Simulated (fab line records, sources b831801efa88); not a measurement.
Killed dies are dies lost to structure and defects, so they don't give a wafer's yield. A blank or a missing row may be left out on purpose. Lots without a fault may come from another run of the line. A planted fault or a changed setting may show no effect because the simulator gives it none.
Which tool did it? | flow gf180mcu | 12 lots, 36 wafers sampled, at 2 steps of a route of 602

WHAT THE GAUGES READ, wafer by wafer
GF_HV_LDD_THK_MEAS_57.
lot  | measured     | on            | HV_LDD_CVD_56_THK (nm)
L740 | day 13 00:16 | film_metro-02 | 89.5 89.8 89.0
L741 | day 13 11:53 | film_metro-02 | 90.5 90.6 91.1
L742 | day 13 13:50 | film_metro-02 | 89.1 89.1 89.3
L745 | day 13 23:32 | film_metro-02 | 90.3 89.9 89.7
L748 | day 15 04:11 | film_metro-03 | 50.3 50.5 50.9
L755 | day 17 16:55 | film_metro-02 | 90.8 90.1 90.4
L756 | day 17 19:49 | film_metro-03 | 90.2 90.4 90.3
L757 | day 18 07:01 | film_metro-03 | 90.8 90.4 90.4
L758 | day 18 10:21 | film_metro-02 | 90.2 90.1 90.4
L759 | day 18 23:13 | film_metro-02 | 91.0 91.7 91.9
L760 | day 19 06:25 | film_metro-02 | 91.7 91.6 91.6
L761 | day 19 17:25 | film_metro-03 | 89.9 89.6 89.8

WHICH TOOL RAN EACH LOT (tool, then ch and the chambers of the sampled wafers, then the start)
lot  | GF_HV_LDD_CVD_56
L740 | lpcvd-01 ch 1, day 12 22:50
L741 | lpcvd-02 ch 0, day 13 10:26
L742 | lpcvd-01 ch 1, day 13 11:41
L745 | lpcvd-02 ch 0, day 13 22:05
L748 | lpcvd-02 ch 0, day 15 02:45
L755 | lpcvd-01 ch 0, day 17 15:29
L756 | lpcvd-01 ch 0, day 17 18:23
L757 | lpcvd-01 ch 0, day 18 05:35
L758 | lpcvd-02 ch 0, day 18 08:53
L759 | lpcvd-02 ch 1, day 18 21:47
L760 | lpcvd-01 ch 0, day 19 04:59
L761 | lpcvd-02 ch 1, day 19 15:59
- GF_HV_LDD_CVD_56: deposits Si3N4 from DCS/NH3, target thk 90 nm, time 1543 s.

WHAT THE TOOLS THEMSELVES READ (means of the sampled wafers that have a number; where no wafer has one, the mark that the record gives instead)
GF_HV_LDD_CVD_56.
lot  | tool     | spike_tc_centre_C (C) | zone_power_top_pct (%)
L740 | lpcvd-01 | 771.2                 | 28.2
L741 | lpcvd-02 | 770.6                 | 29.1
L742 | lpcvd-01 | 771.2                 | 28.2
L745 | lpcvd-02 | 769.8                 | 28.8
L748 | lpcvd-02 | 770.9                 | 29.0
L755 | lpcvd-01 | 771.9                 | 24.5
L756 | lpcvd-01 | 772.6                 | 24.4
L757 | lpcvd-01 | 771.7                 | 24.4
L758 | lpcvd-02 | 771.4                 | 28.8
L759 | lpcvd-02 | 774.0                 | 24.1
L760 | lpcvd-01 | 772.0                 | 24.5
L761 | lpcvd-02 | 772.9                 | 24.3

THE ANSWER, worked out from the rows above alone
Rule: what is usual is taken from the lots themselves. Put in order of their means at a reading, lots are off if they are a third of the lots or fewer, leave a main group of 4 or more, and stand apart from it by a gap of 3 or more times the standard deviation of the main group's means; of several such gaps the widest counts. A main group whose means are all the same, to the digits that the tables above print for the reading, isn't used. A lot without any number at a reading at which 4 lots or more have one is off too. The other lots that the step has rows for count as sound. The gauges are gone through in route order, then the tools' own readings, and for those a lot's mean is taken as printed above. The first step at which some lot is off is used, and at that step the reading that is off furthest; a lot without a number counts as furthest.
Off: L748, at GF_HV_LDD_THK_MEAS_57 (HV_LDD_CVD_56_THK). The main group: mean 90.3 nm, standard deviation 0.74.
A tool fits if, at a process step before that reading, it ran every lot that is off, and no sound lot after the first of them. The gauges at GF_HV_LDD_THK_MEAS_57 are tried like those tools. None of those tried fits.

WHAT THE SIMULATOR HAD PUT IN
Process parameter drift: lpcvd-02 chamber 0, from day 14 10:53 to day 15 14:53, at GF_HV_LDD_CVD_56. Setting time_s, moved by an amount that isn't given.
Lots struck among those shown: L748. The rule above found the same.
